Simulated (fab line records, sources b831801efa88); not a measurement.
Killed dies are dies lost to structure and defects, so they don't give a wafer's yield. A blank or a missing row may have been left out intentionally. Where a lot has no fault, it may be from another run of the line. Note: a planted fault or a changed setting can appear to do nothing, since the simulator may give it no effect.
fab line records + flow sky130
[record]
- lots = 15
- wafers = 45
- lastDay = 50
route steps=708 shown METAL3@569 VIA3@586 METAL5@663 PAD_OPEN@700
lots that met no fault: from a run of the same line without faults
startH: hours from the record's first day to the start of the lot's first wafer shown + waitH: hours elapsed since this lot's preceding step + " identical to the entry in the row above + L1.1+2: a single row standing in for several wafers + - no value, or no start given + * or withheld: withheld + < > ~ a bound
route shown NAME@n: a module of which the file shows steps, and the number in the route of the first + usual: mean/standard deviation taken from wafers without a fault + same: alike in all rows + chamber/n: place in a boat + sites: per-site readings + _std_site: standard deviation of those values + _edge_site: mean of outer sites minus mean of inner sites + radiusMm: how far each site lies from the wafer's centre + mask NAME#n: copy n + behind: tool/chamber where the wafer was last shaped + hold: the reason the lot was held/the length of the hold in hours/how it ended + device: whichever transistor did not switch (one of n, p or np) + end of line: the route-end tests of the same wafers + a step given without rows: its recipe and nothing more + killed: not the wafer's yield, but the dies lost to structure and defects at the first sort + map: dies across one wafer; x = killed, . = not, _ = none there
set.NAME: the run value of the setting; set.NAME@STEP: its run value at that earlier step + model.NAME: the simulator's own value behind a step, which no gauge read
route steps across a sampled set of lots; one table per step, one row per wafer
services: the hour from which a tool's chamber was out of use, counted from the record's first day as startH (under 0 if before that day), plus the number of hours and why
[[steps]]
[step SKY_METAL3_STRIP_19]
[recipe]
- chemistry = O2/N2
- powerW = 1400
- pressureMtorr = 1500
- platenTempC = withheld
- o2FlowSccm = 3000
- n2FlowSccm = 300
- overashFraction = 0.5
[usual]
- drypumpMotorCurrentA = 5.7/0.56
- oesProductAu = 0.502/0.0057
- stripTimeToEndpointS = 6.55/0.095
| lot.wafer | tool           | chamber | startH  | waitH | drypumpMotorCurrentA | oesProductAu | rfHoursCounterH | stripTimeToEndpointS |
|-----------|----------------|---------|---------|-------|----------------------|--------------|-----------------|----------------------|
| L395.1    | plasmaAsher-01 | 1       | 904.05  | 0.1   | 4.9                  | 0.502        | 15              | 6.53                 |
| L395.5    | "              | 0       | "       | "     | 6.3                  | 0.508        | -               | 6.53                 |
| L395.6    | "              | 1       | "       | "     | 4.8                  | 0.503        | -               | 6.52                 |
| L397.2    | plasmaAsher-02 | 1       | 914.14  | 0.1   | 5.6                  | 0.498        | 112             | 6.50                 |
| L397.3    | "              | 1       | "       | "     | 5.6                  | 0.493        | -               | 6.53                 |
| L397.4    | "              | 0       | "       | "     | 6.2                  | 0.498        | -               | 6.58                 |
| L396.4    | plasmaAsher-01 | 1       | 914.51  | 0.2   | 4.8                  | 0.500        | -               | 6.53                 |
| L396.5    | "              | 1       | "       | "     | 4.8                  | 0.500        | -               | 6.48                 |
| L396.6    | "              | 0       | "       | "     | 6.3                  | 0.507        | -               | 6.50                 |
| L400.3    | plasmaAsher-01 | 0       | 938.65  | 0.1   | 6.3                  | 0.492        | -               | 6.54                 |
| L400.4    | "              | 1       | "       | "     | 4.8                  | 0.497        | -               | 6.43                 |
| L400.5    | "              | 1       | "       | "     | 4.8                  | 0.498        | -               | 6.32                 |
| L401.1    | plasmaAsher-02 | 1       | 943.37  | 0.1   | 5.6                  | 0.509        | 115             | 6.52                 |
| L401.3    | "              | 0       | "       | "     | 6.3                  | 0.493        | -               | 6.54                 |
| L401.5    | "              | 1       | "       | "     | 5.6                  | 0.503        | -               | 6.64                 |
| L403.3    | plasmaAsher-01 | 0       | 963.30  | 0.1   | 6.3                  | 0.513        | -               | 6.79                 |
| L403.4    | "              | 1       | "       | "     | 4.8                  | 0.512        | -               | 6.62                 |
| L403.6    | "              | 1       | "       | "     | 4.8                  | 0.513        | -               | 6.76                 |
| L404.1    | plasmaAsher-03 | 0       | 967.24  | 0.1   | 6.2                  | 0.492        | 81              | 6.49                 |
| L404.2    | "              | 1       | "       | "     | 5.4                  | 0.511        | 81              | 6.57                 |
| L404.6    | "              | 1       | "       | "     | 5.3                  | 0.507        | -               | 6.60                 |
| L408.1    | plasmaAsher-03 | 1       | 993.15  | 0.1   | 5.4                  | 0.497        | 84              | 6.49                 |
| L408.3    | "              | 1       | "       | "     | 5.4                  | 0.499        | -               | 6.43                 |
| L408.6    | "              | 0       | "       | "     | 6.2                  | 0.490        | -               | 6.48                 |
| L409.1    | plasmaAsher-01 | 0       | 1003.12 | 0.1   | 6.3                  | 0.505        | 24              | 6.47                 |
| L409.3    | "              | 1       | "       | "     | 4.8                  | 0.506        | -               | 6.56                 |
| L409.4    | "              | 0       | "       | "     | 6.3                  | 0.499        | -               | 6.48                 |
| L410.1    | plasmaAsher-02 | 1       | 1023.44 | 0.1   | 5.6                  | 0.500        | 123             | 6.53                 |
| L410.4    | "              | 0       | "       | "     | 6.2                  | 0.505        | -               | 6.47                 |
| L410.5    | "              | 1       | "       | "     | 5.6                  | 0.494        | -               | 6.47                 |
| L411.2    | plasmaAsher-02 | 1       | 1024.85 | 0.1   | 5.6                  | 0.497        | 123             | 6.50                 |
| L411.3    | "              | 0       | "       | "     | 6.2                  | 0.502        | -               | 6.45                 |
| L411.5    | "              | 1       | "       | "     | 5.6                  | 0.500        | -               | 6.58                 |
| L415.3    | plasmaAsher-03 | 1       | 1046.75 | 0.1   | 5.3                  | 0.499        | -               | 6.45                 |
| L415.5    | "              | 1       | "       | "     | 5.4                  | 0.508        | -               | 6.49                 |
| L415.6    | "              | 0       | "       | "     | 6.2                  | 0.501        | -               | 6.47                 |
| L414.1    | plasmaAsher-01 | 0       | 1048.47 | 0.1   | 6.3                  | 0.497        | 29              | 6.51                 |
| L414.3    | "              | 1       | "       | "     | 4.8                  | 0.498        | -               | 6.44                 |
| L414.5    | "              | 0       | "       | "     | 6.3                  | 0.503        | -               | 6.50                 |
| L417.3    | plasmaAsher-01 | 1       | 1051.98 | 0.1   | 4.8                  | 0.488        | -               | 6.45                 |
| L417.4    | "              | 0       | "       | "     | 6.3                  | 0.503        | -               | 6.50                 |
| L417.5    | "              | 0       | "       | "     | 6.3                  | 0.502        | -               | 6.61                 |
| L418.1    | plasmaAsher-03 | 0       | 1056.47 | 0.1   | 6.2                  | 0.507        | 90              | 6.70                 |
| L418.4    | "              | 1       | "       | "     | 5.4                  | 0.500        | -               | 6.61                 |
| L418.5    | "              | 1       | "       | "     | 5.4                  | 0.512        | -               | 6.68                 |
[step SKY_VIA3_OVL_MEAS_13]
[usual]
- VIA3_OVL = -2/5
| lot.wafer | tool       | chamber | startH  | waitH | VIA3_OVL[nm] |
|-----------|------------|---------|---------|-------|--------------|
| L395.1    | overlay-02 | -       | 930.39  | 0.1   | -5           |
| L395.5    | "          | -       | "       | "     | -7           |
| L395.6    | "          | -       | "       | "     | -8           |
| L397.2    | overlay-01 | -       | 940.52  | 0.1   | -4           |
| L397.3    | "          | -       | "       | "     | 1            |
| L397.4    | "          | -       | "       | "     | -9           |
| L396.4    | overlay-02 | -       | 941.30  | 0.1   | 1            |
| L396.5    | "          | -       | "       | "     | -2           |
| L396.6    | "          | -       | "       | "     | -4           |
| L400.3    | overlay-02 | -       | 964.20  | 0.1   | -3           |
| L400.4    | "          | -       | "       | "     | -3           |
| L400.5    | "          | -       | "       | "     | -4           |
| L401.1    | overlay-02 | -       | 968.46  | 0.1   | -6           |
| L401.3    | "          | -       | "       | "     | -3           |
| L401.5    | "          | -       | "       | "     | -4           |
| L403.3    | overlay-02 | -       | 988.15  | 0.1   | -8           |
| L403.4    | "          | -       | "       | "     | -8           |
| L403.6    | "          | -       | "       | "     | -6           |
| L404.1    | overlay-01 | -       | 992.09  | 0.1   | -6           |
| L404.2    | "          | -       | "       | "     | 0            |
| L404.6    | "          | -       | "       | "     | -2           |
| L408.1    | overlay-01 | -       | 1017.58 | 0.1   | 4            |
| L408.3    | "          | -       | "       | "     | 1            |
| L408.6    | "          | -       | "       | "     | 7            |
| L409.1    | overlay-02 | -       | 1027.26 | 0.1   | 0            |
| L409.3    | "          | -       | "       | "     | -5           |
| L409.4    | "          | -       | "       | "     | -8           |
| L410.1    | overlay-01 | -       | 1046.98 | 0.1   | 11           |
| L410.4    | "          | -       | "       | "     | 9            |
| L410.5    | "          | -       | "       | "     | 0            |
| L411.2    | overlay-01 | -       | 1048.47 | 0.1   | -6           |
| L411.3    | "          | -       | "       | "     | -8           |
| L411.5    | "          | -       | "       | "     | -6           |
| L415.3    | overlay-02 | -       | 1069.87 | 0.1   | -7           |
| L415.5    | "          | -       | "       | "     | -6           |
| L415.6    | "          | -       | "       | "     | -1           |
| L414.1    | overlay-01 | -       | 1071.33 | 0.1   | -8           |
| L414.3    | "          | -       | "       | "     | -7           |
| L414.5    | "          | -       | "       | "     | -6           |
| L417.3    | overlay-01 | -       | 1075.20 | 0.1   | 2            |
| L417.4    | "          | -       | "       | "     | -2           |
| L417.5    | "          | -       | "       | "     | -2           |
| L418.1    | overlay-01 | -       | 1079.09 | 0.1   | -3           |
| L418.4    | "          | -       | "       | "     | -10          |
| L418.5    | "          | -       | "       | "     | -12          |
[step SKY_METAL5_SPUTTER_02]
[recipe]
- material = AlCu
- targetThkNm = 1150
- powerW = 10600
- timeS = 61.2
- chamberPressurePa = 0.4
[usual]
- throttleValvePct = 30.0/1.5
[same]
- timeS = 61.2
| lot.wafer | tool          | chamber | startH  | waitH | throttleValvePct |
|-----------|---------------|---------|---------|-------|------------------|
| L395.1    | pvdSputter-01 | -       | 1006.95 | 0.0   | 28.9             |
| L395.5    | "             | -       | "       | "     | 30.9             |
| L395.6    | "             | -       | "       | "     | 28.6             |
| L397.2    | pvdSputter-01 | -       | 1017.46 | 0.0   | 31.0             |
| L397.3    | "             | -       | "       | "     | 29.1             |
| L397.4    | "             | -       | "       | "     | 28.0             |
| L396.4    | pvdSputter-03 | -       | 1017.56 | 0.0   | 31.1             |
| L396.5    | "             | -       | "       | "     | 29.7             |
| L396.6    | "             | -       | "       | "     | 30.8             |
| L400.3    | pvdSputter-04 | -       | 1038.42 | 0.0   | 30.5             |
| L400.4    | "             | -       | "       | "     | 32.2             |
| L400.5    | "             | -       | "       | "     | 28.2             |
| L401.1    | pvdSputter-03 | -       | 1043.91 | 0.0   | 32.7             |
| L401.3    | "             | -       | "       | "     | 31.0             |
| L401.5    | "             | -       | "       | "     | 31.1             |
| L403.3    | pvdSputter-03 | -       | 1060.16 | 0.0   | 29.7             |
| L403.4    | "             | -       | "       | "     | 29.4             |
| L403.6    | "             | -       | "       | "     | 28.1             |
| L404.1    | pvdSputter-04 | -       | 1064.68 | 0.0   | 30.2             |
| L404.2    | "             | -       | "       | "     | 32.5             |
| L404.6    | "             | -       | "       | "     | 31.8             |
| L408.1    | pvdSputter-01 | -       | 1086.98 | 0.0   | 28.5             |
| L408.3    | "             | -       | "       | "     | 29.2             |
| L408.6    | "             | -       | "       | "     | 28.0             |
| L409.1    | pvdSputter-01 | -       | 1100.06 | 0.0   | 29.2             |
| L409.3    | "             | -       | "       | "     | 28.2             |
| L409.4    | "             | -       | "       | "     | 31.3             |
| L410.1    | pvdSputter-01 | -       | 1115.30 | 0.0   | 28.2             |
| L410.4    | "             | -       | "       | "     | 29.1             |
| L410.5    | "             | -       | "       | "     | 28.3             |
| L411.2    | pvdSputter-03 | -       | 1115.88 | 0.0   | 30.0             |
| L411.3    | "             | -       | "       | "     | 32.5             |
| L411.5    | "             | -       | "       | "     | 28.3             |
| L415.3    | pvdSputter-03 | -       | 1135.35 | 0.0   | 28.3             |
| L415.5    | "             | -       | "       | "     | 29.5             |
| L415.6    | "             | -       | "       | "     | 31.2             |
| L414.1    | pvdSputter-04 | -       | 1137.64 | 0.0   | 28.2             |
| L414.3    | "             | -       | "       | "     | 30.2             |
| L414.5    | "             | -       | "       | "     | 30.6             |
| L417.3    | pvdSputter-03 | -       | 1139.86 | 0.0   | 29.6             |
| L417.4    | "             | -       | "       | "     | 29.5             |
| L417.5    | "             | -       | "       | "     | 32.4             |
| L418.1    | pvdSputter-04 | -       | 1141.66 | 0.0   | 28.2             |
| L418.4    | "             | -       | "       | "     | 30.7             |
| L418.5    | "             | -       | "       | "     | 28.3             |
[step SKY_PAD_OPEN_DEVELOP_06]
[recipe]
- developTimeS = 60
- devTempC = 23
[usual]
- chillPlateTempC = 22.99/0.1
- developTimeS = 60/0
| lot.wafer | tool          | chamber | startH | waitH | chillPlateTempC | developTimeS |
|-----------|---------------|---------|--------|-------|-----------------|--------------|
| L395.1    | lithoTrack-01 | 0       | 1074   | -     | 23.04           | 60           |
| L395.5    | "             | 0       | "      | "     | 23.04           | 60           |
| L395.6    | "             | 0       | "      | "     | 23.07           | 60           |
| L397.2    | lithoTrack-02 | 0       | 1082   | -     | 22.91           | 60           |
| L397.3    | "             | 0       | "      | "     | 22.95           | 60           |
| L397.4    | "             | 0       | "      | "     | 22.91           | 60           |
| L396.4    | lithoTrack-01 | 0       | 1083   | -     | 23.10           | 60           |
| L396.5    | "             | 0       | "      | "     | 22.97           | 60           |
| L396.6    | "             | 0       | "      | "     | 22.94           | 60           |
| L400.3    | lithoTrack-01 | 0       | 1102   | -     | 22.89           | 60           |
| L400.4    | "             | 0       | "      | "     | 22.95           | 60           |
| L400.5    | "             | 0       | "      | "     | 22.82           | 60           |
| L401.1    | lithoTrack-01 | 0       | 1107   | -     | 23.03           | 60           |
| L401.3    | "             | 0       | "      | "     | 22.88           | 60           |
| L401.5    | "             | 0       | "      | "     | 22.95           | 60           |
| L403.3    | lithoTrack-01 | 0       | 1121   | -     | 23.32           | 60           |
| L403.4    | "             | 0       | "      | "     | 23.21           | 60           |
| L403.6    | "             | 0       | "      | "     | 22.99           | 60           |
| L404.1    | lithoTrack-04 | 0       | 1125   | -     | 23.06           | 60           |
| L404.2    | "             | 0       | "      | "     | 22.97           | 60           |
| L404.6    | "             | 0       | "      | "     | 23.08           | 60           |
| L408.1    | lithoTrack-02 | -       | 1145   | -     | -               | -            |
| L408.3    | "             | -       | "      | "     | -               | -            |
| L408.6    | "             | -       | "      | "     | -               | -            |
| L409.1    | lithoTrack-02 | -       | 1156   | -     | -               | -            |
| L409.3    | "             | -       | "      | "     | -               | -            |
| L409.4    | "             | -       | "      | "     | -               | -            |
| L410.1    | lithoTrack-01 | -       | 1170   | -     | -               | -            |
| L410.4    | "             | -       | "      | "     | -               | -            |
| L410.5    | "             | -       | "      | "     | -               | -            |
| L411.2    | lithoTrack-02 | 0       | 1171   | -     | 22.99           | 60           |
| L411.3    | "             | 0       | "      | "     | 22.94           | 60           |
| L411.5    | "             | 0       | "      | "     | 23.16           | 60           |
| L415.3    | lithoTrack-02 | 0       | 1187   | -     | 23.07           | 60           |
| L415.5    | "             | 0       | "      | "     | 23.05           | 60           |
| L415.6    | "             | 0       | "      | "     | 23.02           | 60           |
| L414.1    | lithoTrack-04 | 0       | 1190   | -     | 22.99           | 60           |
| L414.3    | "             | 0       | "      | "     | 22.95           | 60           |
| L414.5    | "             | 0       | "      | "     | 23.12           | 60           |
| L417.3    | lithoTrack-02 | 0       | 1192   | -     | 22.95           | 60           |
| L417.4    | "             | 0       | "      | "     | 22.91           | 60           |
| L417.5    | "             | 0       | "      | "     | 22.95           | 60           |
| L418.1    | lithoTrack-02 | 0       | 1193   | -     | 22.90           | 60           |
| L418.4    | "             | 0       | "      | "     | 23.13           | 60           |
| L418.5    | "             | 0       | "      | "     | 23.00           | 60           |
[[services]]
| tool           | chamber | startH  | hours | kind      |
|----------------|---------|---------|-------|-----------|
| plasmaAsher-01 | -       | 944.42  | 5.5   | repair    |
| pvdSputter-01  | -       | 950.32  | 3.3   | repair    |
| plasmaAsher-03 | -       | 974.12  | 0.9   | repair    |
| plasmaAsher-03 | -       | 987.52  | 0.7   | repair    |
| plasmaAsher-02 | -       | 1055.25 | 9.0   | pm        |
| plasmaAsher-02 | 0       | 1055.25 | 9.0   | ventCycle |
| plasmaAsher-02 | 1       | 1055.25 | 9.0   | ventCycle |
| pvdSputter-01  | -       | 1058.65 | 6.3   | repair    |
| plasmaAsher-01 | -       | 1060.67 | 10.2  | pm        |
| plasmaAsher-02 | 0       | 1064.25 | -     | clean     |
| plasmaAsher-02 | 1       | 1064.25 | -     | clean     |
| pvdSputter-04  | -       | 1105.32 | 18.1  | repair    |
| pvdSputter-04  | -       | 1120.03 | 2.3   | repair    |
| plasmaAsher-03 | -       | 1120.26 | 3.7   | repair    |
| pvdSputter-01  | -       | 1184.77 | 3.8   | repair    |
| pvdSputter-01  | -       | 1188.37 | 3.6   | repair    |
[[key]]
[firstSign]
- step = SKY_PAD_OPEN_DEVELOP_06
- reading = toolRecord
- direction = missing
effect none on later readings
metAt SKY_PAD_OPEN_DEVELOP_06
struckLots L408,L409,L410
laterRowsLeftOut L408.1,L408.3,L408.6,L409.1,L409.3,L409.4,L410.1,L410.4,L410.5
sortLeftOut L408.1,L408.3,L408.6,L409.1,L409.3,L409.4,L410.1,L410.4,L410.5
notActingAt SKY_METAL3_STRIP_19,SKY_VIA3_OVL_MEAS_13,SKY_METAL5_SPUTTER_02
onsetBetween 1121 1145
[fault]
- kind = skippedStepWhole
- tool = lithoTrack-01,lithoTrack-02
- chamber = -
- onsetH = 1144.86
- steps = SKY_PAD_OPEN_DEVELOP_06
- scope = struckLotsOnly
// sortLeftOut: the simulated sort isn't trusted on such a fault, so these wafers' sort isn't shown, and their yield isn't known
// laterRowsLeftOut: the simulator's readings of these wafers behind a module that went badly wrong aren't trusted and aren't shown, but for the sort
